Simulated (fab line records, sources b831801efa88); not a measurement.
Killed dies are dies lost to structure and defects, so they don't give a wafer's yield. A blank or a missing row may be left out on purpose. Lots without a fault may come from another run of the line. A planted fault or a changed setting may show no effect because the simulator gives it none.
Which tool did it? | flow sky130 | 12 lots, 36 wafers sampled, at 5 steps of a route of 708

WHAT THE GAUGES READ, wafer by wafer
SKY_CONTACT_THK_MEAS_01. Usual: CONTACT_CVD_00_THK 75.1 nm, standard deviation 0.91.
lot  | measured     | on            | CONTACT_CVD_00_THK (nm) | flag
L342 | day 31 07:14 | film_metro-04 | 74.4 75.6 75.1          |
L344 | day 31 14:38 | film_metro-03 | 73.9 74.9 75.1          |
L347 | day 33 02:37 | film_metro-04 | 75.6 76.2 76.4          |
L348 | day 33 14:19 | film_metro-04 | 76.1 76.3 76.4          |
L350 | day 34 02:44 | film_metro-04 | 74.5 75.0 75.3          |
L349 | day 34 08:50 | film_metro-01 | 75.1 76.0 76.2          |
L351 | day 34 12:53 | film_metro-01 | 75.0 75.1 74.9          |
L352 | day 34 18:38 | film_metro-04 | 73.5 75.9 75.2          |
L356 | day 35 23:27 | film_metro-04 | 74.4 73.9 74.3          |
L357 | day 36 03:47 | film_metro-04 | 73.8 75.9 75.2          |
L358 | day 36 08:47 | film_metro-03 | 73.2 75.6 75.5          |
L363 | day 37 19:05 | film_metro-03 | 74.6 74.8 75.9          |

SKY_CONTACT_CD_MEAS_14: target cd 170 nm. Usual: cd_nm 170.3 nm, standard deviation 1.4.
lot  | measured     | on        | cd_nm (nm)        | flag
L342 | day 32 12:00 | cd_sem-02 | 168.4 167.8 168.7 |
L344 | day 32 19:17 | cd_sem-01 | 169.5 170.2 171.4 |
L347 | day 34 06:24 | cd_sem-01 | 171.5 172.6 170.9 |
L348 | day 34 16:36 | cd_sem-01 | 170.2 169.2 170.2 |
L350 | day 35 04:54 | cd_sem-01 | 172.7 172.6 172.5 |
L349 | day 35 11:17 | cd_sem-02 | 171.5 171.8 171.4 |
L351 | day 35 16:06 | cd_sem-02 | 170.0 170.3 171.1 |
L352 | day 35 21:17 | cd_sem-01 | 171.5 172.4 172.9 |
L356 | day 37 01:59 | cd_sem-02 | 166.8 167.7 168.4 |
L357 | day 37 06:01 | cd_sem-02 | 169.6 169.5 170.0 |
L358 | day 37 10:58 | cd_sem-02 | 170.5 171.3 171.0 |
L363 | day 38 20:26 | cd_sem-01 | 169.7 171.3 171.2 |

SKY_CONTACT_RS_MEAS_25: measures by four-point-probe. Usual: CONTACT_W_RS 0.341 ohm/sq, standard deviation 0.0035.
lot  | measured     | on            | CONTACT_W_RS (ohm/sq) | flag
L342 | day 32 13:07 | film_metro-01 | 0.339 0.343 0.341     |
L344 | day 32 20:23 | film_metro-01 | 0.338 0.340 0.339     |
L347 | day 34 07:27 | film_metro-04 | 0.342 0.343 0.342     |
L348 | day 34 17:39 | film_metro-04 | 0.337 0.339 0.342     |
L350 | day 35 06:02 | film_metro-01 | 0.338 0.342 0.341     |
L349 | day 35 12:22 | film_metro-01 | 0.333 0.337 0.331     |
L351 | day 35 17:10 | film_metro-01 | 0.338 0.344 0.338     |
L352 | day 35 22:20 | film_metro-04 | 0.339 0.340 0.338     |
L356 | day 37 03:04 | film_metro-04 | 58.417 57.911 57.631  | OFF
L357 | day 37 07:13 | film_metro-04 | 58.262 58.382 58.852  | OFF
L358 | day 37 12:01 | film_metro-03 | 58.083 58.131 57.951  | OFF
L363 | day 38 21:32 | film_metro-03 | 0.346 0.346 0.344     |

SKY_CONTACT_THK_MEAS_26: measures by xrf. Usual: CONTACT_W_THK 355 nm, standard deviation 5.7.
lot  | measured     | on            | CONTACT_W_THK (nm) | flag
L342 | day 32 13:14 | film_metro-01 | 354 347 350        |
L344 | day 32 20:29 | film_metro-01 | 352 349 354        |
L347 | day 34 07:34 | film_metro-04 | 354 357 359        |
L348 | day 34 17:44 | film_metro-04 | 362 358 357        |
L350 | day 35 06:09 | film_metro-01 | 362 355 355        |
L349 | day 35 12:29 | film_metro-01 | 363 361 368        |
L351 | day 35 17:17 | film_metro-01 | 357 353 361        |
L352 | day 35 22:28 | film_metro-04 | 359 356 362        |
L356 | day 37 03:11 | film_metro-04 | <0 <0 <0           | OFF
L357 | day 37 07:20 | film_metro-04 | <0 <0 <0           | OFF
L358 | day 37 12:07 | film_metro-03 | <0 - <0            | OFF
L363 | day 38 21:39 | film_metro-03 | 345 344 345        |

WHICH TOOL RAN EACH LOT (tool, then ch and the chambers of the sampled wafers, then the start)
lot  | SKY_CONTACT_CVD_24
L342 | cvd_w-01 ch 0,1, day 32 13:00
L344 | cvd_w-02 ch 0,1, day 32 20:16
L347 | cvd_w-01 ch 0,1, day 34 07:20
L348 | cvd_w-02 ch 0,1, day 34 17:31
L350 | cvd_w-02 ch 0,1, day 35 05:55
L349 | cvd_w-01 ch 1, day 35 12:16
L351 | cvd_w-01 ch 0,1, day 35 17:03
L352 | cvd_w-01 ch 0,1, day 35 22:14
L356 | cvd_w-02 ch 0,1, day 37 02:57
L357 | cvd_w-01 ch 0,1, day 37 07:01
L358 | cvd_w-02 ch 0,1, day 37 11:53
L363 | cvd_w-02 ch 0,1, day 38 21:25
- SKY_CONTACT_CVD_24: deposits W, target thk 340 nm, time 102.12 s.

WHAT THE TOOLS THEMSELVES READ (means of the sampled wafers that have a number; where no wafer has one, the mark that the record gives instead)
SKY_CONTACT_CVD_24. Usual: chamber_pressure_Torr 39.99 Torr, standard deviation 0.092; heater_power_outer_w 510 W, standard deviation 45; heater_power_w 801 W, standard deviation 75.
lot  | tool     | chamber_pressure_Torr (Torr) | heater_power_outer_w (W) | heater_power_w (W) | flag
L342 | cvd_w-01 | 39.92                        | 549                      | 857                |
L344 | cvd_w-02 | 39.99                        | 465                      | 772                |
L347 | cvd_w-01 | 40.01                        | 557                      | 847                |
L348 | cvd_w-02 | 40.01                        | 462                      | 720                |
L350 | cvd_w-02 | 39.94                        | 463                      | 722                |
L349 | cvd_w-01 | 39.94                        | 561                      | 879                |
L351 | cvd_w-01 | 40.01                        | 553                      | 865                |
L352 | cvd_w-01 | 39.95                        | 553                      | 867                |
L356 | cvd_w-02 | -                            | -                        | -                  | OFF
L357 | cvd_w-01 | -                            | -                        | -                  | OFF
L358 | cvd_w-02 | -                            | -                        | -                  | OFF
L363 | cvd_w-02 | 39.98                        | 465                      | 781                |

THE ANSWER, worked out from the rows above alone
Rule: a lot is off if the mean of its wafers that have a number lies more than 3 standard deviations from the usual mean. A lot without any number at a reading at which 4 lots or more have one is off too. The other lots that the step has rows for count as sound. The gauges are gone through in route order, then the tools' own readings, and for those a lot's mean is taken as printed above. The first step at which some lot is off is used, and at that step the reading that is off furthest; a lot without a number counts as furthest.
Off: L356, L357, L358, at SKY_CONTACT_RS_MEAS_25 (CONTACT_W_RS).
A tool fits if, at a process step before that reading, it ran every lot that is off, and no sound lot after the first of them. The gauges at SKY_CONTACT_RS_MEAS_25 aren't tried: what is off there is off at SKY_CONTACT_CVD_24 too, on other tools, and a gauge's error can't cause that. None of those tried fits.

WHAT THE SIMULATOR HAD PUT IN
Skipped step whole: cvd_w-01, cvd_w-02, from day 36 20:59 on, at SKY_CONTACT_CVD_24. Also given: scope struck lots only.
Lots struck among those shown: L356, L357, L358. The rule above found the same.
